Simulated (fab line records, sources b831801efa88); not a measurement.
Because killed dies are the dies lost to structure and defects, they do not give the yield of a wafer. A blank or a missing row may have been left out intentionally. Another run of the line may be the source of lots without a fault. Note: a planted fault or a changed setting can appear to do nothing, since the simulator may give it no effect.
The tool behind it: which one? ; flow gf180mcu ; 11 lots, 33 wafers sampled, at 6 steps of a route of 602

## WHAT EACH GAUGE READ, for each wafer
GF_M1_THK_MEAS_06: measures by xrf.
lot;measured;on;M1_ALCU_THK (nm)
L136;day 16 09:45;film metro-02;456 457 461
L137;day 16 17:16;film metro-02;463 460 458
L138;day 17 06:47;film metro-01;454 456 460
L140;day 17 15:41;film metro-02;456 448 455
L141;day 18 05:31;film metro-03;457 456 460
L142;day 18 10:01;film metro-03;461 462 461
L143;day 18 22:14;film metro-01;447 449 451
L144;day 19 05:02;film metro-01;441 438 445
L150;day 21 09:14;film metro-03;454 453 460
L154;day 22 15:18;film metro-03;447 445 448
L159;day 24 01:05;film metro-03;459 459 459

GF_V1_RS_MEAS_24: uses a four-point probe to measure.
lot;measured;on;V1_W_RS (ohm/sq)
L136;day 18 10:49;film metro-02;0.327 0.326 0.327
L137;day 18 18:13;film metro-02;0.329 0.332 0.331
L138;day 19 07:55;film metro-03;0.331 0.332 0.333
L140;day 19 19:10;film metro-02;0.327 0.333 0.327
L141;day 20 07:33;film metro-03;0.337 0.333 0.333
L142;day 20 12:38;film metro-03;0.334 0.333 0.332
L143;day 21 00:18;film metro-02;0.329 0.330 0.329
L144;day 21 07:16;film metro-03;0.330 0.333 0.335
L150;day 23 11:22;film metro-03;0.323 0.293 0.323
L154;day 24 14:51;film metro-03;0.328 0.327 0.326
L159;day 25 21:43;film metro-03;0.329 0.331 0.331

GF_V1_THK_MEAS_25: measures by xrf.
lot;measured;on;V1_W_THK (nm)
L136;day 18 10:55;film metro-02;349 351 348
L137;day 18 18:20;film metro-02;348 342 347
L138;day 19 08:02;film metro-03;345 347 343
L140;day 19 19:17;film metro-02;349 344 349
L141;day 20 07:39;film metro-03;340 343 342
L142;day 20 12:46;film metro-03;340 341 346
L143;day 21 00:25;film metro-02;348 346 347
L144;day 21 07:22;film metro-03;346 344 342
L150;day 23 11:28;film metro-03;354 391 354
L154;day 24 14:57;film metro-03;347 348 348
L159;day 25 21:49;film metro-03;349 346 347

## WHAT TOOL EACH LOT RAN ON (gives the tool, then ch and the chambers of the sampled wafers, and finally the start)
lot;GF_M1_SPUTTER_02;GF_V1_ETCH_17;GF_V1_CVD_23
L136;pvd sputter-04, day 16 09:31;rie diel-02 ch 0,1, day 18 10:43 or earlier;cvd w-02 ch 0,1, day 18 10:43
L137;pvd sputter-02, day 16 17:01;rie diel-03 ch 2,3, day 18 18:05 or earlier;cvd w-02 ch 0, day 18 18:05
L138;pvd sputter-04, day 17 06:34;rie diel-03 ch 0,1,3, day 19 07:48 or earlier;cvd w-01 ch 0,1, day 19 07:48
L140;pvd sputter-04, day 17 15:27;rie diel-02 ch 0,2,3, day 19 19:02 or earlier;cvd w-01 ch 0, day 19 19:02
L141;pvd sputter-01, day 18 05:17;rie diel-03 ch 0,2, day 20 07:26 or earlier;cvd w-01 ch 0,1, day 20 07:26
L142;pvd sputter-01, day 18 09:48;rie diel-02 ch 1,2,3, day 20 12:32 or earlier;cvd w-01 ch 1, day 20 12:32
L143;pvd sputter-04, day 18 22:01;rie diel-02 ch 0,1,2, day 21 00:11 or earlier;cvd w-02 ch 0,1, day 21 00:11
L144;pvd sputter-04, day 19 04:49;rie diel-02 ch 1,2,3, day 21 07:08 or earlier;cvd w-02 ch 0,1, day 21 07:08
L150;pvd sputter-01, day 21 09:01;rie diel-02 ch 2,3, day 23 11:13 or earlier;cvd w-02 ch 0,1, day 23 11:13
L154;pvd sputter-04, day 22 15:04;rie diel-02 ch 1,2,3, day 24 14:44 or earlier;cvd w-01 ch 0,1, day 24 14:44
L159;pvd sputter-02, day 24 00:52;rie diel-03 ch 1,2, day 25 21:37 or earlier;cvd w-01 ch 0,1, day 25 21:37
- GF_M1_SPUTTER_02: material AlCu, target thk 450 nm, time 23.9 s.
- GF_V1_ETCH_17: etches SiO2 in C4F8/O2/Ar, stops on TiN, target depth 630 nm.
- GF_V1_CVD_23: deposits W, target thk 350 nm, time 105.05 s.

## WHAT THE TOOLS THEMSELVES READ (means of the sampled wafers that have a number; where no wafer has one, the mark that the record gives instead)
GF_M1_SPUTTER_02.
lot;tool;chamber pressure pa (Pa);throttle valve pct (%)
L136;pvd sputter-04;0.3992;29.3
L137;pvd sputter-02;0.4003;29.2
L138;pvd sputter-04;0.3997;30.0
L140;pvd sputter-04;0.3999;30.7
L141;pvd sputter-01;0.4002;30.0
L142;pvd sputter-01;0.3997;30.6
L143;pvd sputter-04;0.4000;29.9
L144;pvd sputter-04;0.4003;29.1
L150;pvd sputter-01;0.3994;30.3
L154;pvd sputter-04;0.4002;29.9
L159;pvd sputter-02;0.4007;29.6

GF_V1_ETCH_17.
lot;tool;bias w (W);oes product au (a.u.)
L136;rie diel-02;1197;0.856
L137;rie diel-03;1198;0.858
L138;rie diel-03;1201;0.855
L140;rie diel-02;1198;0.855
L141;rie diel-03;1201;0.853
L142;rie diel-02;1198;0.853
L143;rie diel-02;1198;0.854
L144;rie diel-02;1201;0.858
L150;rie diel-02;1199;0.857
L154;rie diel-02;1200;0.852
L159;rie diel-03;1201;0.853

GF_V1_CVD_23.
lot;tool;chamber pressure Torr (Torr);heater power w (W)
L136;cvd w-02;39.97;913
L137;cvd w-02;40.03;838
L138;cvd w-01;40.04;899
L140;cvd w-01;39.97;975
L141;cvd w-01;40.01;864
L142;cvd w-01;39.98;815
L143;cvd w-02;40.02;898
L144;cvd w-02;39.96;880
L150;cvd w-02;43.17;871
L154;cvd w-01;39.96;870
L159;cvd w-01;40.03;903

## THE ANSWER, worked out from the rows above alone
Rule: the lots themselves supply what counts as usual. The widest of any qualifying gaps counts: lots, ordered by their means at a reading, are off when they make up no more than a third of the lots, leave a main group of 4 or more, and stand apart from it by 3 or more times the standard deviation of that group's means. A main group is skipped when, at the precision printed for the reading in the tables above, its means are all equal. A lot without any number at a reading at which 4 lots or more have one is off too. All remaining lots with rows at the step are treated as sound. Order of review: gauges by route order, followed by the tools' own readings, for which a lot's mean as printed above is used. At the first step where some lot is off, the reading lying furthest off is the one used; lots without a number count as furthest.
Off: at GF_V1_RS_MEAS_24 (V1_W_RS), L150. The main group has a mean of 0.331 ohm/sq with a standard deviation of 0.0024.
If a tool, at a process step before that reading, ran all the lots that are off and no sound lot after the first of them, it fits. The gauges at GF_V1_RS_MEAS_24 aren't tried: what is off there is off at GF_V1_CVD_23 too, on other tools, and a gauge's error can't cause that. Because GF_V1_ETCH_17 lacks a start for some lots, the hours and order of its lots are taken from GF_V1_CVD_23. This does not decide it: 2 tools fit, namely pvd sputter-01 at GF_M1_SPUTTER_02 and cvd w-02 at GF_V1_CVD_23.

## WHAT THE SIMULATOR HAD INSERTED
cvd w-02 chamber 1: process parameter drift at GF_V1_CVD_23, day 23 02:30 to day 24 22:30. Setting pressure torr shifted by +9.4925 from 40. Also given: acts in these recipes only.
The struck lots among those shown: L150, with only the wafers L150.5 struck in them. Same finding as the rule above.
